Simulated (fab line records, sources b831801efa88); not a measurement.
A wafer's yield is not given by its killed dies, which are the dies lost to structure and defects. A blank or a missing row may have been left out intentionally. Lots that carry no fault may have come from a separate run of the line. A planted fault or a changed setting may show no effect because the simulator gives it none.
fab line records	flow sky130
record lots=12	wafers=36	last-day=50
route steps=708 shown SD_P@328 SD_N@354 LI_CONTACT@374 PAD_OPEN@708
lots untouched by any fault: they come from a run of this same line in which no faults occurred
start-h: start of the lot's first displayed wafer, in hours after the record's first day	wait-h: hours from the lot's prior step to this one	" same as the row above	L1.1+2: one row covering several wafers at once	- no value present, or no start provided	* or withheld: withheld	< > ~ a bound
route shown NAME@n: a module of which the file shows steps, and the number in the route of the first	usual: average and standard deviation across the fault-free wafers	same: alike in all rows	chamber/n: place in a boat	sites: per-site readings	_std_site: standard deviation of those values	_edge_site: mean of outer sites minus mean of inner sites	radius-mm: how far each site lies from the wafer's centre	mask NAME#n: copy n	behind: tool/chamber where the wafer was last shaped	hold: reason for holding the lot/hours on hold/outcome of the hold	device: the transistor (n, p or np) that didn't switch	end of line: the route-end tests of the same wafers	a step given without rows: its recipe and nothing more	killed: count of dies lost to structure and defects at first sort (not the wafer's yield)	map: a wafer's dies, x killed, . not, _ none there
set.NAME: setting as actually run; set.NAME@STEP: the setting as run at that earlier step	model.NAME: the simulator's own value behind a step, which no gauge read
a sample of lots followed through the steps of the route, with each step as a table and each wafer as a row
services: a tool's chamber out of use, with start hour (start-h, from the record's first day; less than 0 if before it), hours out, and reason
## steps
# step SKY_SD_P_OVL_MEAS_08
# usual SD_P_OVL=-0.1/1.7
lot.wafer	tool	chamber	start-h	wait-h	SD_P_OVL[nm]
L611.1	overlay-02	-	631.09	0.1	1.5
L611.3	"	-	"	"	0.9
L611.6	"	-	"	"	0.0
L612.2	overlay-02	-	633.24	0.1	3.8
L612.4	"	-	"	"	3.1
L612.5	"	-	"	"	3.6
L613.1	overlay-01	-	635.27	0.1	-0.4
L613.2	"	-	"	"	0.2
L613.4	"	-	"	"	0.4
L616.1	overlay-02	-	643.27	0.1	0.0
L616.3	"	-	"	"	-1.1
L616.4	"	-	"	"	-1.0
L618.2	overlay-01	-	663.19	0.1	-1.5
L618.5	"	-	"	"	-0.4
L618.6	"	-	"	"	-0.1
L621.1	overlay-02	-	687.77	0.1	1.3
L621.3	"	-	"	"	-0.6
L621.4	"	-	"	"	1.3
L624.2	overlay-02	-	722.18	0.1	2.2
L624.3	"	-	"	"	1.6
L624.4	"	-	"	"	2.5
L623.3	overlay-01	-	724.93	0.1	-0.3
L623.4	"	-	"	"	1.2
L623.5	"	-	"	"	-0.1
L628.3	overlay-01	-	736.78	0.1	-1.7
L628.4	"	-	"	"	-0.5
L628.5	"	-	"	"	-1.5
L630.2	overlay-01	-	755.88	0.1	-1.0
L630.3	"	-	"	"	-0.1
L630.6	"	-	"	"	1.1
L631.4	overlay-01	-	761.21	0.1	0.6
L631.5	"	-	"	"	1.5
L631.6	"	-	"	"	0.8
L632.1	overlay-01	-	766.09	0.1	0.9
L632.3	"	-	"	"	-1.4
L632.4	"	-	"	"	-0.4
# step SKY_SD_N_TW_MEAS_12
# usual SD_N_TW=3979/31
lot.wafer	tool	chamber	start-h	wait-h	SD_N_TW
L611.1	film-metro-03	-	686.97	0.1	3918
L611.3	"	-	"	"	3947
L611.6	"	-	"	"	3960
L612.2	film-metro-01	-	690.41	0.1	3990
L612.4	"	-	"	"	3999
L612.5	"	-	"	"	4024
L613.1	film-metro-03	-	691.84	0.1	3957
L613.2	"	-	"	"	3976
L613.4	"	-	"	"	3971
L616.1	film-metro-03	-	698.97	0.1	3974
L616.3	"	-	"	"	3994
L616.4	"	-	"	"	3973
L618.2	film-metro-01	-	718.53	0.1	3939
L618.5	"	-	"	"	3945
L618.6	"	-	"	"	3970
L621.1	film-metro-01	-	744.52	0.1	4009
L621.3	"	-	"	"	4005
L621.4	"	-	"	"	3988
L624.2	film-metro-02	-	778.28	0.1	4011
L624.3	"	-	"	"	4027
L624.4	"	-	"	"	4016
L623.3	film-metro-03	-	780.39	0.1	3968
L623.4	"	-	"	"	3981
L623.5	"	-	"	"	3955
L628.3	film-metro-03	-	791.54	0.1	3956
L628.4	"	-	"	"	3979
L628.5	"	-	"	"	3942
L630.2	film-metro-01	-	810.43	0.1	4002
L630.3	"	-	"	"	3993
L630.6	"	-	"	"	3979
L631.4	film-metro-03	-	816.70	0.1	3944
L631.5	"	-	"	"	3926
L631.6	"	-	"	"	3944
L632.1	film-metro-02	-	820.92	0.1	4046
L632.3	"	-	"	"	4049
L632.4	"	-	"	"	4072
# step SKY_SD_N_RTA_14
# recipe temp-c=1075	time-s=2	idle-temp-c=650	ramp-up-c-per-s=150	ramp-down-c-per-s=90	ambient=N2
# usual lamp-power-pct=15.74/0.047	wafer_temp_C_max=1078.1/1.4
# same time-s=2
lot.wafer	tool	chamber	start-h	wait-h	lamp-power-pct	wafer_temp_C_max
L611.1	rtp-anneal-02	0	687.13	0.0	15.73	1076.1
L611.3	"	0	"	"	15.85	1078.3
L611.6	"	0	"	"	15.68	1079.0
L612.2	rtp-anneal-01	0	690.52	0.0	15.72	1076.8
L612.4	"	0	"	"	15.72	1077.7
L612.5	"	0	"	"	15.70	1079.4
L613.1	rtp-anneal-02	0	691.95	0.0	15.72	1077.5
L613.2	"	0	"	"	15.75	1079.6
L613.4	"	0	"	"	15.79	1078.0
L616.1	rtp-anneal-01	0	699.08	0.0	14.55	1077.6
L616.3	"	0	"	"	14.53	1079.9
L616.4	"	0	"	"	14.59	1079.3
L618.2	rtp-anneal-01	0	718.64	0.0	14.56	1079.6
L618.5	"	0	"	"	14.65	1078.5
L618.6	"	0	"	"	14.59	1079.6
L621.1	rtp-anneal-02	0	744.63	0.0	15.73	1078.4
L621.3	"	0	"	"	15.85	1078.0
L621.4	"	0	"	"	15.71	1079.7
L624.2	rtp-anneal-01	0	778.44	0.0	15.73	1077.6
L624.3	"	0	"	"	15.68	1076.6
L624.4	"	0	"	"	15.79	1076.3
L623.3	rtp-anneal-01	0	780.50	0.0	15.73	1076.3
L623.4	"	0	"	"	15.76	1081.7
L623.5	"	0	"	"	15.68	1078.0
L628.3	rtp-anneal-01	0	791.66	0.0	15.79	1076.5
L628.4	"	0	"	"	15.76	1077.7
L628.5	"	0	"	"	15.77	1077.5
L630.2	rtp-anneal-01	0	810.54	0.0	15.70	1077.2
L630.3	"	0	"	"	15.77	1077.7
L630.6	"	0	"	"	15.74	1077.2
L631.4	rtp-anneal-02	0	816.81	0.0	15.74	1078.1
L631.5	"	0	"	"	15.75	1076.9
L631.6	"	0	"	"	15.78	1080.4
L632.1	rtp-anneal-01	0	821.03	0.0	15.72	1080.2
L632.3	"	0	"	"	15.75	1075.8
L632.4	"	0	"	"	15.79	1078.5
# step SKY_SD_N_RS_MEAS_16
# recipe thk-meas-gauge=four-point-probe
# usual SD_N_RS=68.45/0.12
lot.wafer	tool	chamber	start-h	wait-h	hold	SD_N_RS[ohm/sq]
L611.1	film-metro-01	-	687.31	0.1	-	68.47
L611.3	"	-	"	"	-	68.39
L611.6	"	-	"	"	-	68.50
L612.2	film-metro-01	-	690.70	0.1	-	68.48
L612.4	"	-	"	"	-	68.61
L612.5	"	-	"	"	-	68.59
L613.1	film-metro-01	-	692.19	0.1	-	68.29
L613.2	"	-	"	"	-	68.53
L613.4	"	-	"	"	-	68.48
L616.1	film-metro-01	-	699.26	0.1	await-dispo/0.2h/release	73.79
L616.3	"	-	"	"	await-dispo/0.2h/release	73.64
L616.4	"	-	"	"	await-dispo/0.2h/release	73.76
L616.1	film-metro-01	-	699.62	0.3	-	73.67
L616.3	"	-	"	"	-	73.74
L616.4	"	-	"	"	-	73.80
L618.2	film-metro-02	-	718.83	0.1	await-dispo/0.2h/release	73.69
L618.5	"	-	"	"	await-dispo/0.2h/release	73.73
L618.6	"	-	"	"	await-dispo/0.2h/release	73.80
L618.2	film-metro-02	-	719.19	0.3	-	73.73
L618.5	"	-	"	"	-	73.89
L618.6	"	-	"	"	-	73.86
L621.1	film-metro-02	-	744.80	0.1	-	68.52
L621.3	"	-	"	"	-	68.49
L621.4	"	-	"	"	-	68.39
L624.2	film-metro-01	-	778.62	0.1	-	68.57
L624.3	"	-	"	"	-	68.49
L624.4	"	-	"	"	-	68.39
L623.3	film-metro-01	-	780.70	0.1	-	68.36
L623.4	"	-	"	"	-	68.39
L623.5	"	-	"	"	-	68.22
L628.3	film-metro-03	-	791.85	0.1	-	68.50
L628.4	"	-	"	"	-	68.35
L628.5	"	-	"	"	-	68.35
L630.2	film-metro-01	-	810.72	0.1	-	68.51
L630.3	"	-	"	"	-	68.41
L630.6	"	-	"	"	-	68.23
L631.4	film-metro-01	-	817.02	0.1	-	68.45
L631.5	"	-	"	"	-	68.33
L631.6	"	-	"	"	-	68.39
L632.1	film-metro-01	-	821.20	0.1	-	68.32
L632.3	"	-	"	"	-	68.22
L632.4	"	-	"	"	-	68.16
# step SKY_SD_N_RS_MEAS_17
# recipe thk-meas-gauge=four-point-probe
# usual SD_P_RS=146.3/0.42
lot.wafer	tool	chamber	start-h	wait-h	hold	SD_P_RS[ohm/sq]
L611.1	film-metro-01	-	687.43	0.1	-	146.5
L611.3	"	-	"	"	-	146.4
L611.6	"	-	"	"	-	146.7
L612.2	film-metro-01	-	690.82	0.1	-	146.6
L612.4	"	-	"	"	-	146.5
L612.5	"	-	"	"	-	146.6
L613.1	film-metro-01	-	692.31	0.1	-	146.6
L613.2	"	-	"	"	-	146.2
L613.4	"	-	"	"	-	146.2
L616.1	film-metro-01	-	702.67	3.0	await-dispo/0.2h/release	178.3
L616.3	"	-	"	"	await-dispo/0.2h/release	178.2
L616.4	"	-	"	"	await-dispo/0.2h/release	178.1
L616.1	film-metro-01	-	702.96	0.3	-	178.2
L616.3	"	-	"	"	-	177.8
L616.4	"	-	"	"	-	178.3
L618.2	film-metro-02	-	724.33	5.1	await-dispo/0.2h/release	178.2
L618.5	"	-	"	"	await-dispo/0.2h/release	177.8
L618.6	"	-	"	"	await-dispo/0.2h/release	178.5
L618.2	film-metro-02	-	724.62	0.3	-	178.1
L618.5	"	-	"	"	-	178.3
L618.6	"	-	"	"	-	178.5
L621.1	film-metro-02	-	744.92	0.1	-	146.3
L621.3	"	-	"	"	-	146.2
L621.4	"	-	"	"	-	146.3
L624.2	film-metro-01	-	778.74	0.1	-	146.4
L624.3	"	-	"	"	-	145.5
L624.4	"	-	"	"	-	146.3
L623.3	film-metro-01	-	780.82	0.1	-	146.7
L623.4	"	-	"	"	-	146.0
L623.5	"	-	"	"	-	146.2
L628.3	film-metro-03	-	791.97	0.1	-	146.2
L628.4	"	-	"	"	-	146.5
L628.5	"	-	"	"	-	146.0
L630.2	film-metro-01	-	810.84	0.1	-	146.4
L630.3	"	-	"	"	-	146.4
L630.6	"	-	"	"	-	145.9
L631.4	film-metro-01	-	817.14	0.1	-	146.3
L631.5	"	-	"	"	-	146.0
L631.6	"	-	"	"	-	146.4
L632.1	film-metro-01	-	821.32	0.1	-	145.9
L632.3	"	-	"	"	-	146.2
L632.4	"	-	"	"	-	145.7
# step SKY_LI_CONTACT_CD_MEAS_12
# recipe target-cd-nm=170
# usual cd-nm=170.3/1.4
lot.wafer	tool	chamber	start-h	wait-h	cd-nm
L611.1	cd-sem-01	-	716.04	-	171.3
L611.3	"	-	"	"	170.5
L611.6	"	-	"	"	172.2
L612.2	cd-sem-01	-	718.28	-	170.3
L612.4	"	-	"	"	170.6
L612.5	"	-	"	"	171.7
L613.1	cd-sem-01	-	720.99	-	168.2
L613.2	"	-	"	"	169.0
L613.4	"	-	"	"	168.4
L621.1	cd-sem-02	-	773.24	-	171.9
L621.3	"	-	"	"	171.7
L621.4	"	-	"	"	170.1
L624.2	cd-sem-01	-	806.07	-	170.0
L624.3	"	-	"	"	171.4
L624.4	"	-	"	"	170.5
L623.3	cd-sem-01	-	808.69	-	171.4
L623.4	"	-	"	"	171.0
L623.5	"	-	"	"	170.9
L628.3	cd-sem-02	-	819.63	-	167.7
L628.4	"	-	"	"	169.1
L628.5	"	-	"	"	169.5
L630.2	cd-sem-02	-	839.01	-	169.9
L630.3	"	-	"	"	170.6
L630.6	"	-	"	"	170.3
L631.4	cd-sem-02	-	843.55	-	169.4
L631.5	"	-	"	"	168.6
L631.6	"	-	"	"	168.1
L632.1	cd-sem-02	-	848.09	-	170.6
L632.3	"	-	"	"	170.1
L632.4	"	-	"	"	172.0
# step SKY_PAD_OPEN_PROBE_99
# usual defect-limited-yield=82.7/1.9	killed_at_M0_to_M3=43/7.7	killed_at_M4_up=3.0/1.7	killed-at-contacts=24/5.2	killed-at-front-end=15/4.5	killed-at-other=0.3/0.5	killed-dies=85/9.5	killed-open=47/6.6	killed-short=38/6.6	sort_bin_3_pad_short=0.8/0.39	sort_bin_5_function=10.2/1.4	sort_bin_6_memory=6.3/1.1	sort-n-pass=407/9.5	sort-yield-pct=82.7/1.9
# same gross-dies=492	killed-at-back-side=0	sort_bin_4_leakage[%]=0	sort_bin_8_speed[%]=0
lot.wafer	tool	chamber	start-h	wait-h	defect-limited-yield[%]	killed_at_M0_to_M3	killed_at_M4_up	killed-at-contacts	killed-at-front-end	killed-at-other	killed-dies	killed-open	killed-short	sort_bin_3_pad_short[%]	sort_bin_5_function[%]	sort_bin_6_memory[%]	sort-n-pass	sort-yield-pct[%]
L611.1	prober-01	-	1102.21	0.1	82.1	46	1	28	13	0	88	48	40	1.0	9.6	7.3	404	82.1
L611.3	prober-01	-	1102.31	0.2	83.1	34	1	25	23	0	83	39	44	0.8	9.8	6.3	409	83.1
L611.6	prober-01	-	1102.46	0.2	80.3	42	5	33	17	0	97	56	41	0.8	11.4	7.5	395	80.3
L612.2	prober-02	-	1102.58	0.1	82.7	40	3	27	15	0	85	43	42	0.6	11.0	5.7	407	82.7
L612.4	prober-02	-	1102.68	0.2	81.7	42	2	20	25	1	90	49	41	0.6	11.4	6.3	402	81.7
L612.5	prober-02	-	1102.73	0.2	85.2	40	4	16	12	1	73	40	33	0.4	9.1	5.3	419	85.2
L613.1	prober-02	-	1111.07	0.1	83.9	40	1	21	17	0	79	44	35	1.2	10.0	4.9	413	83.9
L613.2	prober-02	-	1111.12	0.1	83.7	47	3	21	9	0	80	46	34	0.8	10.2	5.3	412	83.7
L613.4	prober-02	-	1111.22	0.2	83.5	48	3	19	11	0	81	41	40	1.8	8.9	5.7	411	83.5
L621.1	prober-02	-	1144.58	0.1	83.7	38	3	20	19	0	80	41	39	1.2	8.7	6.3	412	83.7
L621.3	prober-02	-	1144.68	0.2	85.4	24	4	18	26	0	72	31	41	0.8	7.7	6.1	420	85.4
L621.4	prober-02	-	1144.73	0.2	82.9	42	5	25	10	2	84	48	36	0.8	8.7	7.5	408	82.9
L624.2	prober-01	-	1169.59	0.1	80.3	44	4	25	24	0	97	57	40	0.8	12.2	6.7	395	80.3
L624.3	prober-01	-	1169.64	0.2	81.3	59	3	19	11	0	92	52	40	0.8	11.4	6.5	400	81.3
L624.4	prober-01	-	1169.69	0.2	82.1	52	1	20	15	0	88	47	41	0.6	10.0	7.3	404	82.1
L623.3	prober-01	-	1172.15	0.2	85.0	28	6	26	13	1	74	40	34	0.6	9.3	5.1	418	85.0
L623.4	prober-01	-	1172.20	0.2	82.5	46	8	15	17	0	86	40	46	0.8	10.0	6.7	406	82.5
L623.5	prober-01	-	1172.25	0.2	82.1	50	3	23	12	0	88	45	43	0.8	10.2	6.9	404	82.1
L628.3	prober-01	-	1176.39	0.2	85.0	36	3	18	17	0	74	34	40	0.4	9.8	4.9	418	85.0
L628.4	prober-01	-	1176.44	0.2	81.1	49	4	25	15	0	93	51	42	1.4	12.2	5.3	399	81.1
L628.5	prober-01	-	1176.49	0.2	83.5	39	1	22	19	0	81	47	34	1.0	9.3	6.1	411	83.5
L630.2	prober-02	-	1188.26	0.1	84.1	42	3	16	15	2	78	44	34	0.6	10.0	5.3	414	84.1
L630.3	prober-02	-	1188.31	0.2	79.7	54	3	28	15	0	100	61	39	0.8	13.4	6.1	392	79.7
L630.6	prober-02	-	1188.46	0.2	81.1	51	2	26	14	0	93	49	44	0.6	11.8	6.5	399	81.1
L631.4	prober-01	-	1193.19	0.2	78.9	67	3	21	13	0	104	51	53	1.0	12.0	8.1	388	78.9
L631.5	prober-01	-	1193.24	0.2	82.1	50	7	25	5	1	88	50	38	1.0	11.4	5.5	404	82.1
L631.6	prober-01	-	1193.29	0.2	80.3	42	2	37	16	0	97	53	44	1.6	9.8	8.3	395	80.3
L632.1	prober-02	-	1194.54	0.1	82.5	51	4	18	13	0	86	50	36	0.6	9.8	7.1	406	82.5
L632.3	prober-02	-	1194.64	0.2	81.9	39	2	22	26	0	89	37	52	1.0	10.8	6.3	403	81.9
L632.4	prober-02	-	1194.69	0.2	81.9	46	3	19	20	1	89	52	37	1.0	11.6	5.5	403	81.9
# killed by level:class
L611.1 VIA1:geometric-particle:open=10 LI_CONTACT:geometric-particle:open=8 VIA1:geometric-particle:short=8 VIA3:geometric-particle:open=8 METAL2:geometric-particle:short=7 CONTACT:geometric-particle:short=5 POLY_GATE:geometric-particle:open=4 LI_CONTACT:geometric-particle:short=4
L611.3 FIELD_ISO:geometric-particle:short=8 CONTACT:geometric-particle:open=7 LI_CONTACT:geometric-particle:open=6 POLY_GATE:geometric-particle:open=5 LOCAL_INTERCONNECT:geometric-particle:short=5 CONTACT:geometric-particle:short=5 METAL1:geometric-particle:short=5 VIA2:geometric-particle:open=5
L611.6 CONTACT:geometric-particle:open=15 LI_CONTACT:geometric-particle:open=10 VIA1:geometric-particle:open=9 FIELD_ISO:geometric-particle:short=6 FIELD_ISO:geometric-particle:open=6 METAL2:geometric-particle:short=6 VIA3:geometric-particle:open=6 VIA1:geometric-particle:short=5
L612.2 CONTACT:geometric-particle:open=9 METAL2:geometric-particle:short=8 LI_CONTACT:geometric-particle:open=6 VIA3:geometric-particle:open=6 FIELD_ISO:geometric-particle:short=5 VIA1:geometric-particle:open=5 VIA2:geometric-particle:open=5 CONTACT:geometric-particle:short=4
L612.4 VIA1:geometric-particle:open=9 VIA2:geometric-particle:open=9 POLY_GATE:geometric-particle:open=8 METAL2:geometric-particle:short=6 FIELD_ISO:geometric-particle:open=5 POLY_GATE:geometric-particle:short=5 LI_CONTACT:geometric-particle:open=5 METAL1:geometric-particle:short=5
L612.5 VIA2:geometric-particle:open=7 LOCAL_INTERCONNECT:geometric-particle:short=6 CONTACT:geometric-particle:open=6 VIA1:geometric-particle:short=5 METAL1:geometric-particle:open=5 VIA1:geometric-particle:open=5 LI_CONTACT:geometric-particle:open=4 VIA2:geometric-particle:short=4
L613.1 VIA1:geometric-particle:open=12 CONTACT:geometric-particle:open=11 POLY_GATE:geometric-particle:short=8 METAL2:geometric-particle:short=6 VIA2:geometric-particle:open=6 POLY_GATE:geometric-particle:open=4 LI_CONTACT:geometric-particle:open=4 VIA1:geometric-particle:short=4
L613.2 CONTACT:geometric-particle:open=10 VIA1:geometric-particle:open=9 VIA2:geometric-particle:open=7 VIA3:geometric-particle:open=6 POLY_GATE:geometric-particle:open=4 CONTACT:geometric-particle:short=4 METAL1:geometric-particle:short=4 VIA1:geometric-particle:short=4
L613.4 VIA1:geometric-particle:open=13 CONTACT:geometric-particle:open=8 METAL1:geometric-particle:short=8 METAL2:geometric-particle:short=7 POLY_GATE:geometric-particle:open=5 VIA3:geometric-particle:short=5 CONTACT:geometric-particle:short=4 VIA3:geometric-particle:open=4
L621.1 CONTACT:geometric-particle:open=8 METAL1:geometric-particle:short=7 VIA1:geometric-particle:open=6 CONTACT:geometric-particle:short=5 VIA2:geometric-particle:open=5 POLY_GATE:geometric-particle:open=4 POLY_GATE:geometric-particle:short=4 LI_CONTACT:geometric-particle:open=4
L621.3 POLY_GATE:geometric-particle:short=7 CONTACT:geometric-particle:open=7 FIELD_ISO:geometric-particle:open=6 FIELD_ISO:geometric-particle:short=6 METAL1:geometric-particle:short=5 METAL4:geometric-particle:short=4 VIA1:geometric-particle:short=4 VIA1:geometric-particle:open=3
L621.4 VIA1:geometric-particle:open=11 CONTACT:geometric-particle:open=11 VIA3:geometric-particle:open=7 VIA2:geometric-particle:open=6 LI_CONTACT:geometric-particle:open=5 CONTACT:geometric-particle:short=5 METAL4:geometric-particle:short=5 METAL1:geometric-particle:short=5
L624.2 VIA1:geometric-particle:open=10 LI_CONTACT:geometric-particle:open=10 CONTACT:geometric-particle:open=10 METAL3:geometric-particle:short=7 POLY_GATE:geometric-particle:short=6 VIA3:geometric-particle:open=6 VIA1:geometric-particle:short=5 FIELD_ISO:geometric-particle:open=4
L624.3 VIA1:geometric-particle:open=12 VIA3:geometric-particle:open=12 METAL2:geometric-particle:short=8 CONTACT:geometric-particle:open=8 METAL1:geometric-particle:short=6 VIA1:geometric-particle:short=5 LI_CONTACT:geometric-particle:open=5 POLY_GATE:geometric-particle:short=4
L624.4 VIA1:geometric-particle:open=8 METAL2:geometric-particle:short=8 CONTACT:geometric-particle:open=7 VIA3:geometric-particle:open=7 CONTACT:geometric-particle:short=6 VIA2:geometric-particle:open=6 POLY_GATE:geometric-particle:short=5 LI_CONTACT:geometric-particle:open=5
L623.3 VIA1:geometric-particle:open=10 CONTACT:geometric-particle:open=8 CONTACT:geometric-particle:short=7 METAL2:geometric-particle:short=5 LI_CONTACT:geometric-particle:open=4 VIA2:geometric-particle:open=4 SPACER:geometric-particle:open=3 LI_CONTACT:geometric-particle:short=3
L623.4 VIA1:geometric-particle:open=8 VIA1:geometric-particle:short=7 VIA3:geometric-particle:open=7 VIA2:geometric-particle:open=6 METAL3:geometric-particle:short=6 FIELD_ISO:geometric-particle:short=5 POLY_GATE:geometric-particle:open=5 METAL4:geometric-particle:short=5
L623.5 VIA1:geometric-particle:open=14 VIA1:geometric-particle:short=7 VIA2:geometric-particle:open=7 POLY_GATE:geometric-particle:short=6 CONTACT:geometric-particle:open=6 LI_CONTACT:geometric-particle:open=5 CONTACT:geometric-particle:short=5 METAL1:geometric-particle:short=5
L628.3 CONTACT:geometric-particle:open=9 VIA1:geometric-particle:open=8 LOCAL_INTERCONNECT:geometric-particle:short=7 METAL1:geometric-particle:short=7 FIELD_ISO:geometric-particle:open=5 VIA2:geometric-particle:open=5 POLY_GATE:geometric-particle:short=4 METAL2:geometric-particle:short=4
L628.4 VIA1:geometric-particle:open=14 CONTACT:geometric-particle:open=9 POLY_GATE:geometric-particle:short=6 VIA2:geometric-particle:open=6 POLY_GATE:geometric-particle:open=5 LI_CONTACT:geometric-particle:open=5 LOCAL_INTERCONNECT:geometric-particle:short=5 METAL1:geometric-particle:short=5
L628.5 CONTACT:geometric-particle:open=9 VIA1:geometric-particle:open=9 POLY_GATE:geometric-particle:open=7 VIA2:geometric-particle:open=6 LI_CONTACT:geometric-particle:open=5 METAL2:geometric-particle:short=5 VIA3:geometric-particle:open=5 CONTACT:geometric-particle:short=4
L630.2 VIA1:geometric-particle:open=12 CONTACT:geometric-particle:open=7 METAL1:geometric-particle:short=7 FIELD_ISO:geometric-particle:short=6 VIA2:geometric-particle:open=6 FIELD_ISO:geometric-particle:open=5 METAL3:geometric-particle:short=5 CONTACT:geometric-particle:short=4
L630.3 VIA1:geometric-particle:open=17 CONTACT:geometric-particle:open=12 METAL2:geometric-particle:short=7 CONTACT:geometric-particle:short=6 VIA2:geometric-particle:open=6 VIA3:geometric-particle:short=6 LOCAL_INTERCONNECT:geometric-particle:short=4 POLY_GATE:geometric-particle:open=4
L630.6 LI_CONTACT:geometric-particle:open=12 VIA1:geometric-particle:open=10 VIA1:geometric-particle:short=9 CONTACT:geometric-particle:open=8 METAL1:geometric-particle:short=8 FIELD_ISO:geometric-particle:short=7 VIA3:geometric-particle:open=7 VIA2:geometric-particle:open=5
L631.4 VIA1:geometric-particle:open=14 METAL2:geometric-particle:short=9 LI_CONTACT:geometric-particle:open=7 VIA2:geometric-particle:open=7 POLY_GATE:geometric-particle:short=6 METAL1:geometric-particle:short=6 VIA2:geometric-particle:short=6 VIA3:geometric-particle:open=6
L631.5 CONTACT:geometric-particle:open=11 VIA1:geometric-particle:open=9 VIA2:geometric-particle:open=8 VIA3:geometric-particle:open=7 METAL1:geometric-particle:short=5 LI_CONTACT:geometric-particle:open=5 VIA1:geometric-particle:short=5 METAL2:geometric-particle:short=5
L631.6 LI_CONTACT:geometric-particle:open=13 CONTACT:geometric-particle:open=10 VIA3:geometric-particle:open=9 LOCAL_INTERCONNECT:geometric-particle:short=7 VIA1:geometric-particle:open=7 METAL2:geometric-particle:short=7 CONTACT:geometric-particle:short=5 METAL1:geometric-particle:short=5
L632.1 VIA1:geometric-particle:open=14 LI_CONTACT:geometric-particle:open=8 VIA3:geometric-particle:open=7 METAL2:geometric-particle:short=6 METAL1:geometric-particle:short=6 VIA1:geometric-particle:short=5 FIELD_ISO:geometric-particle:short=4 POLY_GATE:geometric-particle:open=4
L632.3 METAL2:geometric-particle:short=9 METAL1:geometric-particle:short=8 FIELD_ISO:geometric-particle:short=7 POLY_GATE:geometric-particle:open=6 CONTACT:geometric-particle:open=6 VIA1:geometric-particle:short=5 VIA1:geometric-particle:open=5 LI_CONTACT:geometric-particle:short=4
L632.4 VIA1:geometric-particle:open=11 CONTACT:geometric-particle:open=9 VIA2:geometric-particle:open=8 POLY_GATE:geometric-particle:open=6 SPACER:geometric-particle:short=6 LI_CONTACT:geometric-particle:open=6 METAL1:geometric-particle:short=5 METAL2:geometric-particle:short=5
## services
tool	chamber	start-h	hours	kind
rtp-anneal-01	-	744.42	4.2	pm
rtp-anneal-02	-	801.95	2.8	pm
## key
first-sign step=SKY_SD_N_RTA_14	reading=lamp-power-pct	direction=down	sigmas=25	usual=15.74	struck=14.58
effect step=SKY_SD_N_RS_MEAS_16	reading=visit	direction=added
effect step=SKY_SD_N_RS_MEAS_16	reading=SD_N_RS	direction=up	sigmas=43	usual=68.45	struck=73.74
effect step=SKY_SD_N_RS_MEAS_17	reading=visit	direction=added
effect step=SKY_SD_N_RS_MEAS_17	reading=SD_P_RS	direction=up	sigmas=76	usual=146.3	struck=178.2
met-at SKY_SD_N_RTA_14
struck-lots L616,L618
scrapped-behind SKY_SD_N_RS_MEAS_17 L616.1,L616.3,L616.4,L618.2,L618.5,L618.6
not-acting-at SKY_SD_P_OVL_MEAS_08,SKY_SD_N_TW_MEAS_12,SKY_LI_CONTACT_CD_MEAS_12
onset-between 690.52 699.08
fault kind=process-parameter-drift	tool=rtp-anneal-01	chamber=-	onset-h=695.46	steps=SKY_SD_N_RTA_14	channel=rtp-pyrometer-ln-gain	offset=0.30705	shape=step	end-h=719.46
